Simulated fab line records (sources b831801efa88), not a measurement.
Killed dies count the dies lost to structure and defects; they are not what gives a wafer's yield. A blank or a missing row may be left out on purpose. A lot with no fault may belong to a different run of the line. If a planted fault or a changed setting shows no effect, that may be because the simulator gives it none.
fab line records	flow gf180mcu	part 1 of 2: steps 1 to 28 of 40
record lots=5	wafers=15	lastDay=34
route steps=602 shown STI@12 DNWELL@32 NWELL@42
lots with no fault: from the same line, run without faults
startH: hours from the record's first day to the start of the lot's first wafer shown	waitH: hours elapsed since this lot's preceding step	" identical to the entry in the row above	L1.1+2: a row that stands for several wafers	- no value, or no start was given	* or withheld: withheld	< > ~ a bound
route shown NAME@n: NAME is a module with steps in the file, n the number in the route of the first one	usual: mean/standard deviation of fault-free wafers	same: alike in all rows	chamber/n: place in a boat	sites: readings site by site	_std_site: the standard deviation of these	_edge_site: inner sites' mean taken away from outer sites' mean	radiusMm: for every site, how far away it sits from the centre of the wafer	mask NAME#n: copy n	behind: the most recent tool/chamber to have shaped the wafer	hold: why the lot went on hold/how many hours it stayed there/how the hold came to an end	device: the n, p or np transistor that did not switch	end of line: the tests these same wafers got at the end of their route	a step without rows: its recipe alone	killed: at the first sort, the dies lost to defects and structure; wafer yield is something else	map: dies across one wafer; x = killed, . = not, _ = none there
set.NAME: the setting that was run; set.NAME@STEP: the one run at that earlier step	model.NAME: the simulator's own value behind a step, which no gauge read
lots at some steps of the route; a table a step, a row a wafer
services: a tool's chamber out of use, with start hour (startH, from the record's first day; less than 0 if before it), hours out, and reason
## steps
# step GF_STI_DEVELOP_11
# recipe developTimeS=60	devTempC=21
# usual exhaustPa=45.0/0.9
lot.wafer	tool	chamber	startH	waitH	exhaustPa
L077.2	lithoTrack-03	0	40.44	0.2	44.1
L077.4	"	0	"	"	43.4
L077.5	"	0	"	"	44.8
L085.2	lithoTrack-04	0	83.39	0.2	45.3
L085.3	"	0	"	"	43.2
L085.5	"	0	"	"	45.8
L089.1	lithoTrack-04	0	104.46	0.2	45.3
L089.3	"	0	"	"	45.5
L089.4	"	0	"	"	45.5
L096.1	lithoTrack-03	0	137.96	0.2	44.6
L096.5	"	0	"	"	46.0
L096.6	"	0	"	"	45.1
L097.3	lithoTrack-01	0	144.26	0.1	44.0
L097.4	"	0	"	"	45.6
L097.5	"	0	"	"	44.5
# step GF_STI_CD_MEAS_12
# recipe targetCdNm=220
# usual cdNm=220.0/1.4
lot.wafer	tool	chamber	startH	waitH	cdNm
L077.2	cdSem-02	-	40.58	0.1	220.0
L077.4	"	-	"	"	221.3
L077.5	"	-	"	"	220.4
L085.2	cdSem-02	-	83.53	0.1	218.9
L085.3	"	-	"	"	218.9
L085.5	"	-	"	"	218.6
L089.1	cdSem-02	-	104.61	0.1	220.8
L089.3	"	-	"	"	221.1
L089.4	"	-	"	"	221.1
L096.1	cdSem-02	-	138.11	0.1	220.1
L096.5	"	-	"	"	219.4
L096.6	"	-	"	"	220.4
L097.3	cdSem-02	-	144.40	0.1	222.1
L097.4	"	-	"	"	221.7
L097.5	"	-	"	"	221.5
# step GF_STI_ETCH_13
# recipe chemistry=CHF3/O2	stopOn=Si	overEtchFrac=0.3	targetDepthA=2823.1	sourceW=600	biasW=200	pressureMtorr=40	chf3FlowSccm=50	O2_flow_sccm=5	timeS=112.9
# usual drypumpMotorCurrentA=5.8/0.36	oesProductAu=0.835/0.0064	throttleValvePct=8.811/0.0091
# same overEtchFrac=0.3
lot.wafer	tool	chamber	startH	waitH	drypumpMotorCurrentA	oesProductAu	rfHoursCounterH	throttleValvePct
L077.2	rieDiel-02	3	40.68	0.1	5.9	0.835	9	8.815
L077.4	"	1	"	"	6.5	0.839	80	8.814
L077.5	"	1	"	"	6.6	0.835	-	8.801
L085.2	rieDiel-03	3	83.63	0.1	5.3	0.831	6	8.804
L085.3	"	1	"	"	5.4	0.839	7	8.802
L085.5	"	3	"	"	5.3	0.845	-	8.812
L089.1	rieDiel-03	2	104.73	0.1	5.7	0.825	33	8.809
L089.3	"	0	"	"	6.0	0.835	110	8.798
L089.4	"	1	"	"	5.4	0.829	8	8.809
L096.1	rieDiel-01	0	138.23	0.1	6.0	0.838	128	8.810
L096.5	"	0	"	"	5.9	0.843	-	8.810
L096.6	"	1	"	"	5.3	0.838	-	8.816
L097.3	rieDiel-01	1	144.48	0.1	5.3	0.830	115	8.809
L097.4	"	0	"	"	6.0	0.830	128	8.801
L097.5	"	3	"	"	5.9	0.832	-	8.806
# step GF_STI_ETCH_14
# recipe target=Si	chemistry=HBr/Cl2/O2	targetDepthNm=360	icpW=600	biasW=150	pressureMtorr=15	HBr_flow_sccm=150	Cl2_flow_sccm=40	O2_flow_sccm=6	timeS=102.9
# usual drypumpMotorCurrentA=6.1/0.47	oesProductAu=1.003/0.0087	throttleValvePct=25.654/0.012
lot.wafer	tool	chamber	startH	waitH	drypumpMotorCurrentA	oesProductAu	rfHoursCounterH	throttleValvePct
L077.2	rieSi-01	3	40.76	0.0	5.1	0.998	34	25.670
L077.4	"	1	"	"	6.4	0.997	3	25.661
L077.5	"	1	"	"	6.4	1.004	-	25.649
L085.2	rieSi-01	3	83.71	0.0	5.1	1.001	34	25.661
L085.3	"	1	"	"	6.4	0.996	3	25.655
L085.5	"	2	"	"	5.8	1.006	-	25.652
L089.1	rieSi-01	2	104.81	0.0	5.8	0.999	125	25.666
L089.3	"	0	"	"	5.5	0.994	1	25.675
L089.4	"	3	"	"	5.1	0.993	34	25.664
L096.1	rieSi-02	1	138.31	0.0	5.9	1.024	138	25.645
L096.5	"	2	"	"	6.6	1.007	-	25.656
L096.6	"	3	"	"	6.7	1.012	-	25.656
L097.3	rieSi-02	2	144.56	0.0	6.6	1.003	21	25.647
L097.4	"	0	"	"	6.0	1.000	-	25.650
L097.5	"	3	"	"	6.6	1.004	-	25.643
# step GF_STI_STRIP_15
# recipe chemistry=O2/N2	powerW=1400	pressureMtorr=1500	platenTempC=250	o2FlowSccm=3000	n2FlowSccm=300	overashFraction=0.5
# usual drypumpMotorCurrentA=5.4/0.42	heaterPowerW=327/24	oesProductAu=0.383/0.0054	stripTimeToEndpointS=3.72/0.053
lot.wafer	tool	chamber	startH	waitH	drypumpMotorCurrentA	heaterPowerW	oesProductAu	rfHoursCounterH	stripTimeToEndpointS
L077.2	plasmaAsher-04	0	40.84	0.0	5.0	331	0.383	23	3.66
L077.4	"	0	"	"	5.0	337	0.379	-	3.75
L077.5	"	1	"	"	5.4	349	0.386	-	3.78
L085.2	plasmaAsher-01	0	83.78	0.0	5.3	347	0.384	43	3.77
L085.3	"	0	"	"	5.3	351	0.385	-	3.84
L085.5	"	0	"	"	5.3	344	0.382	-	3.72
L089.1	plasmaAsher-03	0	104.88	0.0	5.0	337	0.383	43	3.69
L089.3	"	1	"	"	5.9	277	0.380	-	3.65
L089.4	"	0	"	"	4.9	346	0.383	-	3.77
L096.1	plasmaAsher-01	0	138.39	0.0	5.3	353	0.378	49	3.72
L096.5	"	1	"	"	6.1	309	0.378	-	3.74
L096.6	"	0	"	"	5.3	350	0.379	-	3.70
L097.3	plasmaAsher-04	0	144.67	0.1	5.0	329	0.380	-	3.70
L097.4	"	1	"	"	5.4	341	0.391	-	3.73
L097.5	"	1	"	"	5.4	348	0.378	-	3.75
# step GF_STI_CLEAN_16
# recipe chemistry=dHF	timeS=25	dilution=100:1
lot.wafer	tool	chamber	startH	waitH
L077.2+4+5	wetBench-01	1	40.94	0.1
L085.2+3+5	wetBench-01	0	83.88	0.1
L089.1+3+4	wetBench-02	0	104.98	0.1
L096.1+5+6	wetBench-02	0	138.49	0.1
L097.3+4+5	wetBench-01	0	144.73	0.0
# step GF_STI_WET_ETCH_17
# recipe chemistry=H3PO4	targetDepthNm=45	tempC=160	target=Si3N4	timeS=514
lot.wafer	tool	chamber	startH	waitH
L077.2+4+5	wetBench-02	0	40.95	0.0
L085.2+3+5	wetBench-01	0	83.90	0.0
L089.1+3+4	wetBench-02	3	105.00	0.0
L096.1+5+6	wetBench-01	1	138.50	0.0
L097.3+4+5	wetBench-01	2	144.75	0.0
# step GF_STI_CLEAN_18
# recipe chemistry=SC1/SC2	mix=1:4:20	tempC=70	timeS=150
lot.wafer	tool	chamber	startH	waitH
L077.2+4+5	wetBench-04	0	41.10	0.0
L085.2+3+5	wetBench-04	0	84.05	0.0
L089.1+3+4	wetBench-04	0	105.15	0.0
L096.1+5+6	wetBench-02	3	138.68	0.0
L097.3+4+5	wetBench-01	2	144.93	0.0
# step GF_STI_CLEAN_19
# recipe chemistry=dHF	timeS=20	dilution=100:1
lot.wafer	tool	chamber	startH	waitH
L077.2+4+5	wetBench-01	3	41.15	0.0
L085.2+3+5	wetBench-02	0	84.11	0.0
L089.1+3+4	wetBench-02	1	105.20	0.0
L096.1+5+6	wetBench-01	2	138.74	0.0
L097.3+4+5	wetBench-01	0	144.99	0.0
# step GF_STI_WET_ETCH_20
# recipe chemistry=dHF	dilution=100:1	targetDepthNm=20	tempC=25	dry=ipaMarangoni	target=SiO2	timeS=400
lot.wafer	tool	chamber	startH	waitH
L077.2+4+5	wetBench-02	1	41.17	0.0
L085.2+3+5	wetBench-01	0	84.12	0.0
L089.1+3+4	wetBench-04	3	105.21	0.0
L096.1+5+6	wetBench-02	2	138.75	0.0
L097.3+4+5	wetBench-01	0	145.01	0.0
# step GF_STI_OXIDATION_21
# recipe tempC=1000	ambient=O2	stabiliseS=600	purgeS=300	targetThkA=150	oxTimeS=458
# same purgeS=300	stabiliseS=600
lot.wafer	tool	chamber	startH	waitH
L077.2+4+5	furnace-02	0	41.29	0.0
L085.2+3+5	furnace-01	0	85.79	1.6
L089.1+3+4	furnace-01	0	107.14	1.8
L096.1+5+6	furnace-02	0	138.88	0.0
L097.3+4+5	furnace-01	0	146.08	0.9
# step GF_STI_THK_MEAS_22
# recipe reads=SiO2_of_STI_OXIDATION_21
# usual STI_OXIDATION_01_THK=14.94/0.27
lot.wafer	tool	chamber	startH	waitH	STI_OXIDATION_01_THK[nm]
L077.2	filmMetro-02	-	42.42	0.0	14.73
L077.4	"	-	"	"	14.73
L077.5	"	-	"	"	14.36
L085.2	filmMetro-02	-	86.93	0.0	15.21
L085.3	"	-	"	"	15.01
L085.5	"	-	"	"	14.96
L089.1	filmMetro-01	-	108.27	0.0	14.89
L089.3	"	-	"	"	14.97
L089.4	"	-	"	"	14.75
L096.1	filmMetro-02	-	140.01	0.0	15.23
L096.5	"	-	"	"	15.16
L096.6	"	-	"	"	15.10
L097.3	filmMetro-02	-	147.22	0.0	14.99
L097.4	"	-	"	"	15.12
L097.5	"	-	"	"	15.05
# step GF_STI_CVD_23
# recipe material=SiO2	targetThkNm=650	sigmaOpenFrac=0.3	timeS=108.3	tempC=600	sih4FlowSccm=60	pressureMtorr=6
# usual sih4FlowSccm=60.02/0.18
lot.wafer	tool	chamber	startH	waitH	sih4FlowSccm
L077.2	hdpcvd-01	0	42.47	0.0	59.78
L077.4	"	1	"	"	60.04
L077.5	"	2	"	"	60.06
L085.2	hdpcvd-02	2	86.98	0.0	59.91
L085.3	"	1	"	"	60.17
L085.5	"	1	"	"	60.12
L089.1	hdpcvd-02	2	108.33	0.1	60.27
L089.3	"	1	"	"	60.05
L089.4	"	2	"	"	60.31
L096.1	hdpcvd-02	1	140.07	0.1	59.90
L096.5	"	1	"	"	59.85
L096.6	"	2	"	"	60.20
L097.3	hdpcvd-01	1	147.26	0.0	59.70
L097.4	"	0	"	"	60.14
L097.5	"	2	"	"	60.10
# step GF_STI_THK_MEAS_24
# recipe reads=SiO2_of_STI_CVD_23
# usual STI_CVD_23_THK=647/5.6
lot.wafer	tool	chamber	startH	waitH	STI_CVD_23_THK[nm]
L077.2	filmMetro-01	-	42.56	0.0	640
L077.4	"	-	"	"	658
L077.5	"	-	"	"	645
L085.2	filmMetro-04	-	87.07	0.0	658
L085.3	"	-	"	"	653
L085.5	"	-	"	"	661
L089.1	filmMetro-01	-	108.41	0.0	666
L089.3	"	-	"	"	659
L089.4	"	-	"	"	662
L096.1	filmMetro-02	-	140.19	0.1	640
L096.5	"	-	"	"	645
L096.6	"	-	"	"	650
L097.3	filmMetro-04	-	147.36	0.1	657
L097.4	"	-	"	"	649
L097.5	"	-	"	"	651
# step GF_STI_CMP_25
# recipe stopOn=Si3N4	tOverpolishS=33	downForcePsi=4	platenRpm=60	targetThkNm=524.6	padVelocityMS=0.94248
# usual motorCurrentA=12.6/1.6	overpolishRunS=33.000/0.0083	timeToEndpointS=121/4.4
lot.wafer	tool	chamber	startH	waitH	motorCurrentA	overpolishRunS	timeToEndpointS
L077.2	cmp-01	2	42.71	0.1	11.0	32.987	123
L077.4	"	3	"	"	10.7	33.011	134
L077.5	"	1	"	"	12.4	33.006	122
L085.2	cmp-02	1	87.12	0.0	11.4	33.010	118
L085.3	"	3	"	"	12.5	33.019	123
L085.5	"	2	"	"	16.3	33.003	117
L089.4	cmp-02	1	108.47	0.0	10.7	33.004	120
L089.1	"	3	"	"	12.2	32.998	135
L089.3	"	0	"	"	11.7	33.007	122
L096.1	cmp-02	2	140.30	0.1	16.3	32.994	113
L096.5	"	1	"	"	10.8	32.983	115
L096.6	"	2	"	"	15.2	33.004	118
L097.3	cmp-02	2	147.66	0.3	15.5	33.003	121
L097.4	"	3	"	"	12.3	33.012	125
L097.5	"	1	"	"	10.3	32.998	117
# step GF_STI_WET_ETCH_26
# recipe chemistry=dHF	targetDepthNm=94	target=SiO2	tempC=25	dilution=10:1	timeS=188
lot.wafer	tool	chamber	startH	waitH
L077.2+4+5	wetBench-02	0	42.91	0.1
L085.2+3+5	wetBench-01	3	87.42	0.2
L089.1+3+4	wetBench-04	1	108.77	0.1
L096.1+5+6	wetBench-01	2	140.55	0.2
L097.3+4+5	wetBench-02	3	147.86	0.1
# step GF_STI_WET_ETCH_27
# recipe chemistry=H3PO4	targetDepthNm=160	target=Si3N4	tempC=160	timeS=1825
lot.wafer	tool	chamber	startH	waitH
L077.2+4+5	wetBench-02	0	42.97	0.0
L085.2+3+5	wetBench-04	1	87.48	0.0
L089.1+3+4	wetBench-02	1	108.83	0.0
L096.1+5+6	wetBench-02	3	140.62	0.0
L097.3+4+5	wetBench-02	3	147.92	0.0
# step GF_STI_WET_ETCH_28
# recipe chemistry=dHF	targetDepthNm=20	dry=ipaMarangoni	target=SiO2	tempC=25	dilution=10:1	timeS=40
lot.wafer	tool	chamber	startH	waitH
L077.2+4+5	wetBench-01	2	43.49	0.0
L085.2+3+5	wetBench-02	2	88.04	0.0
L089.1+3+4	wetBench-02	1	109.39	0.0
L096.1+5+6	wetBench-02	2	141.18	0.0
L097.3+4+5	wetBench-01	3	148.44	0.0
# step GF_STI_OXIDATION_29
# recipe tempC=900	ambient=O2	stabiliseS=600	purgeS=300	targetThkA=100	oxTimeS=1418
# same purgeS=300	stabiliseS=600
lot.wafer	tool	chamber	startH	waitH
L077.2+4+5	furnace-02	0	43.66	0.2
L085.2+3+5	furnace-01	0	88.17	0.1
L089.1+3+4	furnace-01	0	110.18	0.8
L096.1+5+6	furnace-02	0	141.57	0.4
L097.3+4+5	furnace-02	0	148.46	0.0
# step GF_STI_THK_MEAS_30
# recipe reads=SiO2_of_STI_OXIDATION_29
# usual STI_OXIDATION_02_THK=10.04/0.17
lot.wafer	tool	chamber	startH	waitH	STI_OXIDATION_02_THK[nm]
L077.2	filmMetro-04	-	45.07	0.0	10.18
L077.4	"	-	"	"	10.28
L077.5	"	-	"	"	10.22
L085.2	filmMetro-02	-	89.57	0.0	10.07
L085.3	"	-	"	"	9.96
L085.5	"	-	"	"	10.13
L089.1	filmMetro-01	-	111.57	0.0	10.05
L089.3	"	-	"	"	10.28
L089.4	"	-	"	"	10.28
L096.1	filmMetro-01	-	142.96	0.0	10.00
L096.5	"	-	"	"	10.14
L096.6	"	-	"	"	10.12
L097.3	filmMetro-04	-	149.87	0.0	10.00
L097.4	"	-	"	"	9.88
L097.5	"	-	"	"	9.92
# step GF_DNWELL_DEHYDRATE_00
# recipe tempC=200	timeS=60
# usual exhaustPa=45.2/0.91
lot.wafer	tool	chamber	startH	waitH	exhaustPa
L077.2	lithoTrack-04	0	50.59	5.5	44.8
L077.4	"	0	"	"	44.0
L077.5	"	0	"	"	43.5
L085.2	lithoTrack-04	0	95.99	6.4	45.7
L085.3	"	0	"	"	46.4
L085.5	"	0	"	"	45.8
L089.1	lithoTrack-03	0	118.76	7.2	44.6
L089.3	"	0	"	"	45.2
L089.4	"	0	"	"	45.3
L096.1	lithoTrack-03	0	150.21	7.2	44.7
L096.5	"	0	"	"	44.6
L096.6	"	0	"	"	45.0
L097.3	lithoTrack-02	0	157.38	7.5	45.0
L097.4	"	0	"	"	44.7
L097.5	"	0	"	"	45.2
# step GF_DNWELL_HMDS_01
# recipe primeTimeS=60	primeTempC=120
# usual exhaustPa=44.9/0.9
lot.wafer	tool	chamber	startH	waitH	exhaustPa
L077.2	lithoTrack-04	0	50.74	0.1	44.5
L077.4	"	0	"	"	43.5
L077.5	"	0	"	"	46.0
L085.2	lithoTrack-04	0	96.14	0.1	44.4
L085.3	"	0	"	"	44.9
L085.5	"	0	"	"	46.8
L089.1	lithoTrack-03	0	118.91	0.1	43.9
L089.3	"	0	"	"	45.1
L089.4	"	0	"	"	43.0
L096.1	lithoTrack-03	0	150.36	0.1	44.5
L096.5	"	0	"	"	45.4
L096.6	"	0	"	"	45.9
L097.3	lithoTrack-02	0	157.53	0.1	44.3
L097.4	"	0	"	"	46.1
L097.5	"	0	"	"	44.9
# step GF_DNWELL_COAT_02
# recipe spinRpm=2000	resistThkNm=3000
# usual exhaustPa=44.8/1
lot.wafer	tool	chamber	startH	waitH	exhaustPa
L077.2	lithoTrack-04	0	50.89	0.1	44.3
L077.4	"	0	"	"	45.1
L077.5	"	0	"	"	45.0
L085.2	lithoTrack-04	0	96.29	0.1	45.0
L085.3	"	0	"	"	44.4
L085.5	"	0	"	"	43.9
L089.1	lithoTrack-03	0	119.06	0.1	45.7
L089.3	"	0	"	"	44.9
L089.4	"	0	"	"	44.4
L096.1	lithoTrack-03	0	150.51	0.1	44.9
L096.5	"	0	"	"	45.7
L096.6	"	0	"	"	43.8
L097.3	lithoTrack-02	0	157.68	0.1	43.2
L097.4	"	0	"	"	44.9
L097.5	"	0	"	"	43.6
# step GF_DNWELL_SOFTBAKE_03
# recipe tempC=110	timeS=withheld
# usual exhaustPa=44.9/0.87
lot.wafer	tool	chamber	startH	waitH	exhaustPa
L077.2	lithoTrack-04	0	51.04	0.1	44.3
L077.4	"	0	"	"	43.6
L077.5	"	0	"	"	44.6
L085.2	lithoTrack-04	0	96.44	0.1	46.4
L085.3	"	0	"	"	45.7
L085.5	"	0	"	"	45.8
L089.1	lithoTrack-03	0	119.21	0.1	47.0
L089.3	"	0	"	"	46.7
L089.4	"	0	"	"	45.4
L096.1	lithoTrack-03	0	150.66	0.1	45.2
L096.5	"	0	"	"	44.5
L096.6	"	0	"	"	44.4
L097.3	lithoTrack-02	0	157.85	0.1	44.7
L097.4	"	0	"	"	45.1
L097.5	"	0	"	"	45.3
# step GF_DNWELL_EXPOSE_04
# recipe maskId=DNWELL	targetCdNm=1700	na=0.6	sourceShape=conventional	sigmaOuter=0.6	doseMj=260
# usual focusOffsetNm=0.0/0.51
lot.wafer	tool	chamber	startH	waitH	mask	focusOffsetNm
L077.2	ilineStepper-01	0	-	-	DNWELL#0	-0.1
L077.4	"	0	"	"	DNWELL#0	0.4
L077.5	"	0	"	"	DNWELL#0	-0.6
L085.2	ilineStepper-02	0	-	-	DNWELL#0	0.2
L085.3	"	0	"	"	DNWELL#0	0.2
L085.5	"	0	"	"	DNWELL#0	-0.2
L089.1	ilineStepper-01	0	-	-	DNWELL#0	0.4
L089.3	"	0	"	"	DNWELL#0	-0.1
L089.4	"	0	"	"	DNWELL#0	0.4
L096.1	ilineStepper-02	0	-	-	DNWELL#0	0.3
L096.5	"	0	"	"	DNWELL#0	0.7
L096.6	"	0	"	"	DNWELL#0	0.3
L097.3	ilineStepper-01	0	-	-	DNWELL#0	-0.9
L097.4	"	0	"	"	DNWELL#0	0.0
L097.5	"	0	"	"	DNWELL#0	0.1
# step GF_DNWELL_PEB_05
# recipe tempC=115	timeS=withheld
# usual exhaustPa=45.0/0.83
lot.wafer	tool	chamber	startH	waitH	exhaustPa
L077.2	lithoTrack-02	0	-	-	44.6
L077.4	"	0	"	"	44.1
L077.5	"	0	"	"	43.5
L085.2	lithoTrack-04	0	-	-	46.7
L085.3	"	0	"	"	46.1
L085.5	"	0	"	"	45.4
L089.1	lithoTrack-04	0	-	-	43.5
L089.3	"	0	"	"	45.2
L089.4	"	0	"	"	44.0
L096.1	lithoTrack-04	0	-	-	44.4
L096.5	"	0	"	"	45.7
L096.6	"	0	"	"	43.9
L097.3	lithoTrack-04	0	-	-	45.7
L097.4	"	0	"	"	45.6
L097.5	"	0	"	"	45.1
# step GF_DNWELL_DEVELOP_06
# recipe wallAngleDeg=90	developTimeS=60	devTempC=23
# usual exhaustPa=44.9/0.97
lot.wafer	tool	chamber	startH	waitH	exhaustPa
L077.2	lithoTrack-02	0	-	-	43.9
L077.4	"	0	"	"	45.1
L077.5	"	0	"	"	44.6
L085.2	lithoTrack-04	0	-	-	45.1
L085.3	"	0	"	"	46.0
L085.5	"	0	"	"	45.4
L089.1	lithoTrack-04	0	-	-	44.1
L089.3	"	0	"	"	43.7
L089.4	"	0	"	"	44.3
L096.1	lithoTrack-04	0	-	-	46.0
L096.5	"	0	"	"	46.8
L096.6	"	0	"	"	45.3
L097.3	lithoTrack-04	0	-	-	44.0
L097.4	"	0	"	"	45.8
L097.5	"	0	"	"	46.0
# step GF_DNWELL_IMPLANT_07
# recipe species=P	energyKev=1500	doseCm2=1e+13	tiltDeg=0
lot.wafer	tool	chamber	startH	waitH
L077.2+4+5	implanter-02	0	57.51	-
L085.2+3+5	implanter-01	0	103.69	-
L089.1+3+4	implanter-01	0	126.71	-
L096.1+5+6	implanter-01	0	158.86	-
L097.3+4+5	implanter-01	0	166.06	-
